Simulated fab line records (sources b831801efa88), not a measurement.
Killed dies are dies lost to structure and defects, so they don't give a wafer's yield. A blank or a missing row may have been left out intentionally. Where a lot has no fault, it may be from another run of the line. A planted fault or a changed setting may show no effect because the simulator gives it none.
One fault through the eyes of 2 desks / flow gf180mcu / each desk holds nothing but its own numbers, with what lay behind them at the end

## FROM THE METROLOGY DESK
Means of the sampled wafers that have a number, per lot and without regard to the tool the lot ran on: this is what the gauges read. Any lot whose mean is over 4 standard deviations away from the usual mean is out of limits and marked OUT; that distance is given in the brackets.
Columns: A = V2_OVL at GF_V2_OVL_MEAS_15, usual -2 nm
lot=L360; first seen here=day 21 02:07; A=4
lot=L361; first seen here=day 21 09:04; A=-7
lot=L362; first seen here=day 21 18:39; A=4
lot=L364; first seen here=day 22 11:16; A=3
lot=L366; first seen here=day 23 09:18; A=-2
lot=L369; first seen here=day 24 09:26; A=-2
lot=L370; first seen here=day 24 15:28; A=-2
lot=L374; first seen here=day 25 21:13; A=-11
lot=L375; first seen here=day 26 05:01; A=0
lot=L376; first seen here=day 26 14:58; A=-6
lot=L378; first seen here=day 26 23:58; A=0
lot=L380; first seen here=day 27 17:52; A=6
This desk found nothing out of limits on any of the 12 lots.

## TOOL OWNER'S DESK, cmp-01
The tool's own readings at GF_V2_CMP_04 (polishes SiO2): means of the sampled wafers that have a number, for each lot that ran on this tool. Any lot whose mean is over 4 standard deviations away from the usual mean is out of limits and marked OUT; that distance is given in the brackets.
Columns: A = edgeZonePressureFrac at GF_V2_CMP_04, usual 1.001; B = motorCurrentA at GF_V2_CMP_04, usual 11.9 A; C = timeToEndpointS at GF_V2_CMP_04, usual 82 s
lot=L360; first seen here=day 20 01:11; A=1.001; B=11.5; C=82
lot=L361; first seen here=day 20 08:15; A=1.002; B=10.9; C=84
lot=L362; first seen here=day 20 18:05; A=0.999; B=11.0; C=81
lot=L364; first seen here=day 21 11:49; A=0.998; B=11.1; C=79
lot=L366; first seen here=day 22 09:27; A=0.997; B=11.1; C=85
lot=L369; first seen here=day 23 10:45; A=1.000; B=10.9; C=85
lot=L374; first seen here=day 24 23:37; A=1.002; B=11.2; C=55 (-5.5) OUT
lot=L375; first seen here=day 25 07:12; A=1.003; B=11.4; C=66
This desk's finding: out of limits on L374; first on L374, day 24 23:37 (timeToEndpointS at GF_V2_CMP_04). Within limits: L360, L361, L362, L364, L366, L369, L375.

## PUT TOGETHER
The tool owner's desk could have raised an alarm at day 24 23:37, on L374.
The metrology desk saw nothing out of limits.
The metrology desk holds a record of L374, inside its limits.
Of the lots named, all ran GF_V2_CMP_04 on cmp-01.

## WHAT THE SIMULATOR HAD INSERTED
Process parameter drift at GF_V2_CMP_04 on cmp-01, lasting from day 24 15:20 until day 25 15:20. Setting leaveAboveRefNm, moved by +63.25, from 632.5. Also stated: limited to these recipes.
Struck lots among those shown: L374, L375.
Hours from the fault's start to each desk's first reading out of limits: the tool owner's desk, 8.
